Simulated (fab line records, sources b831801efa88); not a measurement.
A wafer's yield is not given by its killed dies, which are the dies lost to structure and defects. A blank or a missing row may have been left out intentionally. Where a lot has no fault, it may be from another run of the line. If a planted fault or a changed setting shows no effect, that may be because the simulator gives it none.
fab line records -- flow gf180mcu
record lots=15, wafers=45, last_day=34
route steps=602 shown STI@11 MVSD@73
lots that met no fault: from a run of the same line without faults
start_h: hours from the record's opening day to when the first of the lot's shown wafers began -- wait_h: how many hours have passed since the lot's step before this one -- " unchanged from the row above -- L1.1+2: one row covering several wafers at once -- - either no value or no given start -- * or withheld: withheld -- < > ~ a bound
route shown NAME@n: NAME is a module with steps in the file, n the number in the route of the first one -- usual: mean and standard deviation over wafers with no fault -- same: alike in all rows -- chamber/n: place in a boat -- sites: per-site readings -- _std_site: the standard deviation of these -- _edge_site: the outer-site mean with the inner-site mean subtracted -- radius_mm: for every site, how far away it sits from the centre of the wafer -- mask NAME#n: copy n -- behind: the last tool/chamber to shape the wafer -- hold: why the lot was held/for how many hours/how that ended -- device: the n, p or np transistor that did not switch -- end of line: at the end of the route, the tests of the same wafers -- a step given without rows: its recipe and nothing more -- killed: count of dies lost to structure and defects at first sort (not the wafer's yield) -- map: shows each die of a wafer: x if killed, . if not, _ if none is there
set.NAME: the setting as run; set.NAME@STEP: as run at that earlier step -- model.NAME: the simulator's own value behind a step, which no gauge read
one table for each step of the route and one row for each wafer, over a sample of lots
## steps
# step GF_STI_PEB_10
# recipe peb_temp_c=135, peb_time_s=90, resist=KrF
# usual chill_plate_temp_C=23.00/0.13, exhaust_pa=44.9/0.92
lot.wafer,tool,chamber,start_h,wait_h,chill_plate_temp_C,exhaust_pa
L115.1,litho_track-01,0,24.81,-,23.01,44.9
L115.2,litho_track-01,0,24.81,-,22.86,45.5
L115.4,litho_track-01,0,24.81,-,23.01,44.3
L117.1,litho_track-03,0,35.59,-,23.23,46.0
L117.4,litho_track-03,0,35.59,-,23.19,45.7
L117.6,litho_track-03,0,35.59,-,23.20,44.4
L118.4,litho_track-03,0,39.99,-,23.01,45.6
L118.5,litho_track-03,0,39.99,-,23.21,44.9
L118.6,litho_track-03,0,39.99,-,23.10,44.5
L119.3,litho_track-01,0,45.57,-,22.81,42.8
L119.5,litho_track-01,0,45.57,-,23.05,43.1
L119.6,litho_track-01,0,45.57,-,22.96,44.2
L120.3,litho_track-03,0,50.55,-,23.02,45.1
L120.4,litho_track-03,0,50.55,-,23.05,45.6
L120.5,litho_track-03,0,50.55,-,23.00,45.2
L122.1,litho_track-02,0,61.21,-,23.01,44.9
L122.3,litho_track-02,0,61.21,-,23.15,46.5
L122.6,litho_track-02,0,61.21,-,23.13,43.6
L123.3,litho_track-02,0,65.98,-,23.13,45.1
L123.5,litho_track-02,0,65.98,-,22.92,44.3
L123.6,litho_track-02,0,65.98,-,23.08,44.9
L125.3,litho_track-02,0,76.13,-,22.91,44.2
L125.5,litho_track-02,0,76.13,-,22.91,44.4
L125.6,litho_track-02,0,76.13,-,22.94,46.1
L127.4,litho_track-03,0,86.63,-,22.96,44.2
L127.5,litho_track-03,0,86.63,-,22.93,44.1
L127.6,litho_track-03,0,86.63,-,23.12,45.5
L129.1,litho_track-02,0,99.56,-,23.04,45.3
L129.2,litho_track-02,0,99.56,-,23.06,45.2
L129.5,litho_track-02,0,99.56,-,22.98,46.2
L132.1,litho_track-03,-,112.18,-,-,-
L132.3,litho_track-03,-,112.18,-,-,-
L132.4,litho_track-03,-,112.18,-,-,-
L133.2,litho_track-02,-,116.94,-,-,-
L133.4,litho_track-02,-,116.94,-,-,-
L133.6,litho_track-02,-,116.94,-,-,-
L134.2,litho_track-02,-,123.24,-,-,-
L134.5,litho_track-02,-,123.24,-,-,-
L134.6,litho_track-02,-,123.24,-,-,-
L135.1,litho_track-03,0,128.13,-,23.14,45.7
L135.4,litho_track-03,0,128.13,-,23.26,45.0
L135.5,litho_track-03,0,128.13,-,23.05,45.7
L138.2,litho_track-01,0,144.64,-,22.84,44.0
L138.4,litho_track-01,0,144.64,-,23.09,45.2
L138.5,litho_track-01,0,144.64,-,23.00,44.3
# step GF_STI_THK_MEAS_22
# recipe reads=SiO2_of_STI_OXIDATION_21
# usual STI_OXIDATION_01_THK=15.0/0.34
lot.wafer,tool,chamber,start_h,wait_h,STI_OXIDATION_01_THK[nm]
L115.1,film_metro-02,-,27.01,0.0,15.0
L115.2,film_metro-02,-,27.01,0.0,14.9
L115.4,film_metro-02,-,27.01,0.0,15.1
L117.1,film_metro-02,-,37.79,0.0,15.2
L117.4,film_metro-02,-,37.79,0.0,15.4
L117.6,film_metro-02,-,37.79,0.0,15.3
L118.4,film_metro-03,-,42.54,0.0,15.1
L118.5,film_metro-03,-,42.54,0.0,15.3
L118.6,film_metro-03,-,42.54,0.0,15.2
L119.3,film_metro-03,-,47.73,0.0,15.4
L119.5,film_metro-03,-,47.73,0.0,15.2
L119.6,film_metro-03,-,47.73,0.0,15.3
L120.3,film_metro-03,-,52.81,0.0,14.6
L120.4,film_metro-03,-,52.81,0.0,15.0
L120.5,film_metro-03,-,52.81,0.0,14.7
L122.1,film_metro-03,-,63.44,0.0,15.6
L122.3,film_metro-03,-,63.44,0.0,15.5
L122.6,film_metro-03,-,63.44,0.0,15.7
L123.3,film_metro-02,-,68.13,0.0,15.0
L123.5,film_metro-02,-,68.13,0.0,15.4
L123.6,film_metro-02,-,68.13,0.0,15.2
L125.3,film_metro-03,-,78.28,0.0,15.2
L125.5,film_metro-03,-,78.28,0.0,15.0
L125.6,film_metro-03,-,78.28,0.0,15.0
L127.4,film_metro-03,-,89.12,0.0,14.9
L127.5,film_metro-03,-,89.12,0.0,15.2
L127.6,film_metro-03,-,89.12,0.0,15.0
L129.1,film_metro-03,-,102.03,0.0,14.9
L129.2,film_metro-03,-,102.03,0.0,15.0
L129.5,film_metro-03,-,102.03,0.0,15.0
L132.1,film_metro-03,-,114.38,0.0,14.7
L132.3,film_metro-03,-,114.38,0.0,14.6
L132.4,film_metro-03,-,114.38,0.0,14.9
L133.2,film_metro-03,-,119.12,0.0,15.1
L133.4,film_metro-03,-,119.12,0.0,15.3
L133.6,film_metro-03,-,119.12,0.0,15.2
L134.2,film_metro-03,-,125.42,0.0,14.5
L134.5,film_metro-03,-,125.42,0.0,14.3
L134.6,film_metro-03,-,125.42,0.0,14.3
L135.1,film_metro-02,-,130.85,0.0,14.7
L135.4,film_metro-02,-,130.85,0.0,14.7
L135.5,film_metro-02,-,130.85,0.0,14.9
L138.2,film_metro-02,-,149.01,0.0,15.2
L138.4,film_metro-02,-,149.01,0.0,14.8
L138.5,film_metro-02,-,149.01,0.0,14.9
# step GF_MVSD_OVL_MEAS_07
# usual MVSD_OVL=-1.1/1.4
lot.wafer,tool,chamber,start_h,wait_h,MVSD_OVL[nm]
L115.1,overlay-02,-,80.01,-,-2.4
L115.2,overlay-02,-,80.01,-,-6.0
L115.4,overlay-02,-,80.01,-,-2.9
L117.1,overlay-02,-,92.73,-,-3.6
L117.4,overlay-02,-,92.73,-,-1.2
L117.6,overlay-02,-,92.73,-,-2.4
L118.4,overlay-02,-,98.97,-,-1.9
L118.5,overlay-02,-,98.97,-,-2.7
L118.6,overlay-02,-,98.97,-,-1.5
L119.3,overlay-01,-,104.17,-,-0.1
L119.5,overlay-01,-,104.17,-,-0.4
L119.6,overlay-01,-,104.17,-,0.0
L120.3,overlay-01,-,110.47,-,1.7
L120.4,overlay-01,-,110.47,-,-1.5
L120.5,overlay-01,-,110.47,-,0.4
L122.1,overlay-02,-,122.56,-,0.3
L122.3,overlay-02,-,122.56,-,-0.1
L122.6,overlay-02,-,122.56,-,0.3
L123.3,overlay-01,-,128.15,-,-0.7
L123.5,overlay-01,-,128.15,-,-0.3
L123.6,overlay-01,-,128.15,-,-1.8
L125.3,overlay-02,-,139.27,-,0.1
L125.5,overlay-02,-,139.27,-,-0.8
L125.6,overlay-02,-,139.27,-,-0.5
L127.4,overlay-01,-,152.07,-,1.2
L127.5,overlay-01,-,152.07,-,-0.9
L127.6,overlay-01,-,152.07,-,-0.8
L129.1,overlay-01,-,167.44,-,-1.6
L129.2,overlay-01,-,167.44,-,-1.1
L129.5,overlay-01,-,167.44,-,-0.5
L135.1,overlay-02,-,205.05,-,-1.4
L135.4,overlay-02,-,205.05,-,0.7
L135.5,overlay-02,-,205.05,-,-3.5
L138.2,overlay-02,-,217.56,-,-1.5
L138.4,overlay-02,-,217.56,-,-1.3
L138.5,overlay-02,-,217.56,-,-2.7
# step GF_VT_IMPLANT_RS_MEAS_46
# recipe thk_meas_gauge=four-point-probe
# usual MVSD_RS=456.5/1.1
lot.wafer,tool,chamber,start_h,wait_h,MVSD_RS[ohm/sq]
L115.1,film_metro-02,-,153.36,0.1,456.6
L115.2,film_metro-02,-,153.36,0.1,455.8
L115.4,film_metro-02,-,153.36,0.1,456.8
L117.1,film_metro-04,-,168.40,0.1,456.9
L117.4,film_metro-04,-,168.40,0.1,457.4
L117.6,film_metro-04,-,168.40,0.1,457.0
L118.4,film_metro-04,-,174.01,0.1,455.3
L118.5,film_metro-04,-,174.01,0.1,457.0
L118.6,film_metro-04,-,174.01,0.1,456.3
L119.3,film_metro-02,-,188.75,0.1,458.0
L119.5,film_metro-02,-,188.75,0.1,459.0
L119.6,film_metro-02,-,188.75,0.1,458.4
L120.3,film_metro-04,-,188.86,0.1,457.0
L120.4,film_metro-04,-,188.86,0.1,457.4
L120.5,film_metro-04,-,188.86,0.1,456.9
L122.1,film_metro-02,-,204.26,0.1,454.6
L122.3,film_metro-02,-,204.26,0.1,453.4
L122.6,film_metro-02,-,204.26,0.1,453.7
L123.3,film_metro-04,-,206.14,0.1,457.8
L123.5,film_metro-04,-,206.14,0.1,457.3
L123.6,film_metro-04,-,206.14,0.1,457.6
L125.3,film_metro-04,-,222.75,0.1,456.7
L125.5,film_metro-04,-,222.75,0.1,456.5
L125.6,film_metro-04,-,222.75,0.1,456.7
L127.4,film_metro-04,-,237.66,0.1,456.5
L127.5,film_metro-04,-,237.66,0.1,457.8
L127.6,film_metro-04,-,237.66,0.1,456.9
L129.1,film_metro-02,-,256.40,0.1,458.2
L129.2,film_metro-02,-,256.40,0.1,457.8
L129.5,film_metro-02,-,256.40,0.1,457.1
L135.1,film_metro-02,-,299.91,0.1,454.1
L135.4,film_metro-02,-,299.91,0.1,457.1
L135.5,film_metro-02,-,299.91,0.1,455.8
L138.2,film_metro-04,-,315.52,0.1,455.5
L138.4,film_metro-04,-,315.52,0.1,456.6
L138.5,film_metro-04,-,315.52,0.1,456.4
## key
first_sign step=GF_STI_PEB_10, reading=tool_record, direction=missing
effect none on later readings
met_at GF_STI_PEB_10
struck_lots L132,L133,L134
later_rows_left_out L132.1,L132.3,L132.4,L133.2,L133.4,L133.6,L134.2,L134.5,L134.6
sort_left_out L132.1,L132.3,L132.4,L133.2,L133.4,L133.6,L134.2,L134.5,L134.6
tester_left_out L132,L133,L134
not_acting_at GF_STI_THK_MEAS_22,GF_MVSD_OVL_MEAS_07,GF_VT_IMPLANT_RS_MEAS_46
onset_between 99.56 112.18
fault kind=skipped_step_whole, tool=litho_track-02,litho_track-03, chamber=-, onset_h=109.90, steps=GF_STI_PEB_10, scope=struck_lots_only
# tester_left_out: of these lots the tester's yield and bins aren't shown, on N5 and GAA mostly nor the transistor test; their killed dies are dies lost to structure and defects alone, not to doping, threshold or leakage, so they don't give the yield
# sort_left_out: the simulated sort isn't trusted on such a fault, so these wafers' sort isn't shown, and their yield isn't known
# later_rows_left_out: the simulator's readings of these wafers behind a module that went badly wrong aren't trusted and aren't shown, but for the sort
